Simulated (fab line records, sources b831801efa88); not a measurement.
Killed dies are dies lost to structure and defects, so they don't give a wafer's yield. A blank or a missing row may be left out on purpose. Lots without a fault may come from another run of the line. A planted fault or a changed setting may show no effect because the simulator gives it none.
One fault seen from 2 desks | flow sky130 | each desk has only its own numbers; what lay behind them comes last

THE TOOL OWNER'S DESK: implanter-02
The tool's own readings at SKY_LDD_LDN_IMPLANT_11: means of the sampled wafers that have a number, for each lot that ran on this tool. A lot is out of limits, marked OUT, if its mean lies more than 4 standard deviations from the usual mean; the brackets give that distance.
Columns: A = dose_ions_cm2 at SKY_LDD_LDN_IMPLANT_11, usual 1.2499e+13
lot  | first seen here | A
L413 | day 26 05:07    | 1.2495e+13
L419 | day 27 20:45    | 1.2751e+13 (+19) OUT
L420 | day 28 04:18    | 1.2765e+13 (+20) OUT
L430 | day 30 21:27    | 1.2494e+13
This desk's finding: out of limits on L419, L420; first on L419, day 27 20:45 (dose_ions_cm2 at SKY_LDD_LDN_IMPLANT_11). In limits: L413, L430.

THE METROLOGY DESK
What the gauges read, lot by lot, whatever tool the lot ran on: means of the sampled wafers that have a number. A lot is out of limits, marked OUT, if its mean lies more than 4 standard deviations from the usual mean; the brackets give that distance.
Columns: A = GATE_OXIDE_OXIDATION_00_THK at SKY_GATE_OXIDE_THK_MEAS_02, usual 10.16 nm; B = cd_nm at SKY_SD_P_CD_MEAS_07, usual 379.4 nm
lot  | first seen here | A     | B
L409 | day 14 03:47    | 10.22 | 378.9
L410 | day 14 14:04    | 10.46 | 381.0
L411 | day 15 07:44    | 10.23 | 380.8
L412 | day 15 15:59    | 10.15 | 380.6
L413 | day 16 00:10    | 10.14 | 379.1
L416 | day 16 14:34    | 10.33 | 376.8
L419 | day 17 12:33    | 10.35 | 380.2
L420 | day 17 20:08    | 9.96  | 381.3
L425 | day 19 02:29    | 10.23 | 378.9
L426 | day 19 14:49    | 9.99  | 378.6
L428 | day 20 02:14    | 9.71  | 376.9
L429 | day 20 05:28    | 9.87  | 378.2
L430 | day 20 16:43    | 10.00 | 378.9
This desk's finding: nothing out of limits on any of the 13 lots.

PUT TOGETHER
The tool owner's desk could have raised an alarm at day 27 20:45, on L419, L420.
The metrology desk saw nothing out of limits.
The metrology desk has L419, L420 on record, within its limits.
Of the lots named, all ran SKY_LDD_LDN_IMPLANT_11 on implanter-02.

WHAT THE SIMULATOR HAD PUT IN
Process parameter drift: implanter-02, from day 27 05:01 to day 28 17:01, at SKY_LDD_LDN_IMPLANT_11. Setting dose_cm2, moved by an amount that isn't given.
Lots struck among those shown: L419, L420.
Hours from the fault's start to each desk's first reading out of limits: the tool owner's desk, 16.
